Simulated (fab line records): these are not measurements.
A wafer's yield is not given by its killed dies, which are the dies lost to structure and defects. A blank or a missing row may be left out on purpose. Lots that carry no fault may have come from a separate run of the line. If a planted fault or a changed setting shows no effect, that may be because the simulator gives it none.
Comparing a struck lot with a sound one | flow gf180mcu | 21 steps out of a route of 602
Sound: these wafers, L355.2, L355.4, L355.5. The struck wafers were L351.2, L351.5, L351.6. At the end, the cause is stated.
At each step with rows: each side's tool, then ch and its chambers, then its first start. Under that, the readings that differ: sound wafers | struck wafers | difference of the means | sigmas: that difference in standard deviations of wafers without a fault.
alike: words and numbers the same on both sides, and readings whose means are apart by under 2 such deviations; not compared: readings that were withheld, readings missing a value for some wafer, numbers with overlapping values and no deviation given by the record, and bounds like >300 which may hide the same value.
A row with sigmas, a row that says differs or no value, or rows on one side alone: a step with any of these is where the two part. Numbers that don't overlap but have no deviation are shown without sigmas and don't part them. A reading that every wafer of one side lacks parts them only if that side has two wafers or more.

GF_MIM_SPUTTER_02: material AlCu, target thk 450 nm, time 23.9 s.
  sound on pvd sputter-04 at day 29 20:34; struck on pvd sputter-04 at day 28 22:52
  alike: throttle valve pct
GF_MIM_SPUTTER_03: material Ti, target thk 10 nm, time 6.7 s.
  sound on pvd sputter-04 at day 29 20:36; struck on pvd sputter-04 at day 28 22:54
  alike: throttle valve pct
then, 2 steps without rows for these wafers: GF_MIM_SPUTTER_04 (material TiN, target thk 50 nm, time 41.7 s); GF_MIM_CVD_05 (deposits Si3N4, target thk 42 nm, time 29.086 s).
GF_MIM_THK_MEAS_06:
  sound on film metro-03 at day 29 20:42; struck on film metro-04 at day 28 23:00
  alike: MIM_CVD_05_THK
GF_MIM_SPUTTER_07: material TiN, target thk 60 nm, time 50 s.
  sound on pvd sputter-01 at day 29 20:45; struck on pvd sputter-01 at day 28 23:03
  alike: throttle valve pct
GF_MIM_SPUTTER_08: material AlCu, target thk 200 nm, time 10.6 s.
  sound on pvd sputter-01 at day 29 20:48; struck on pvd sputter-01 at day 28 23:05
  alike: throttle valve pct
GF_MIM_SPUTTER_09: material TiN, target thk 35 nm, time 29.2 s.
  sound on pvd sputter-01 at day 29 20:49; struck on pvd sputter-01 at day 28 23:07
  alike: throttle valve pct
GF_MIM_RS_MEAS_10: uses a four-point probe to measure.
  sound on film metro-01 at day 29 20:52; struck on film metro-03 at day 28 23:10
  alike: MIM_ALCU_RS
GF_MIM_THK_MEAS_11: measures by xrf.
  sound on film metro-01 at day 29 20:59; struck on film metro-03 at day 28 23:17
  alike: MIM_ALCU_THK
then, 2 steps without rows for these wafers: GF_MIM_DEHYDRATE_12 (time 60 s); GF_MIM_HMDS_13 (prime time 60 s).
GF_MIM_COAT_14: resist thk 1000 nm.
  sound on litho track-02 ch 0, day 30 05:52; struck on litho track-04 ch 0, day 29 08:25
  reading                                  | sound                | struck               | difference | sigmas
  spin speed rpm (rpm)                     | 2999.3 3001.9 2998.0 | 3175.6 3175.7 3177.3 | +176.5     | +74
  model.NOVOLAK_of_MIM_COAT_14.thk nm (nm) | 999 999 997.2        | 969.2 964.7 965.6    | -31.9      |
then, 4 steps without rows for these wafers: GF_MIM_SOFTBAKE_15 (time 60 s); GF_MIM_EXPOSE_16 (exposes mask FuseTop, target cd 2000 nm); GF_MIM_PEB_17; GF_MIM_DEVELOP_18 (develop time 60 s).
GF_MIM_METAL_ETCH_19: etches the open film in Cl2/BCl3, stops on Si3N4, target depth 324.5 nm, time 54.1 s.
  sound on rie metal-03 ch 0,1, day 30 15:15; struck on rie metal-01 ch 0,1, day 29 18:00
  reading                                  | sound             | struck            | difference | sigmas
  model.NOVOLAK_of_MIM_COAT_14.thk nm (nm) | 863.8 863.6 861.3 | 834.7 831.3 832.5 | -30.1      |
  alike: drypump motor current A, oes product au, throttle valve pct
  not compared: rf hours counter h
GF_MIM_STRIP_20: strips in O2/N2.
  sound on plasma asher-04 ch 0, day 30 15:19; struck on plasma asher-03 ch 0,1, day 29 18:04
  reading                      | sound             | struck            | difference | sigmas
  drypump motor current A (A)  | 6.10 6.10 6.11    | 5.39 5.40 5.73    | -0.60      | -2
  strip time to endpoint s (s) | 11.15 11.15 11.10 | 10.79 10.79 10.78 | -0.35      | -9
  alike: heater power w, oes product au
  not compared: rf hours counter h
then, 1 step without rows for these wafers: GF_MIM_STRIP_21 (strips in post etch residue remover, time 1200 s).
GF_PASSIVATION_PROBE_99:
  the record holds rows for the sound wafers here (prober-02, day 33 16:46) but none for the struck ones

WHERE THEY PART
Earliest at GF_MIM_COAT_14; latest, in this record, at GF_PASSIVATION_PROBE_99.

WHY: what had been put in by the simulator
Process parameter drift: litho track-04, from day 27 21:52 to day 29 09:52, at GF_MIM_COAT_14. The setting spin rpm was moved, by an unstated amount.
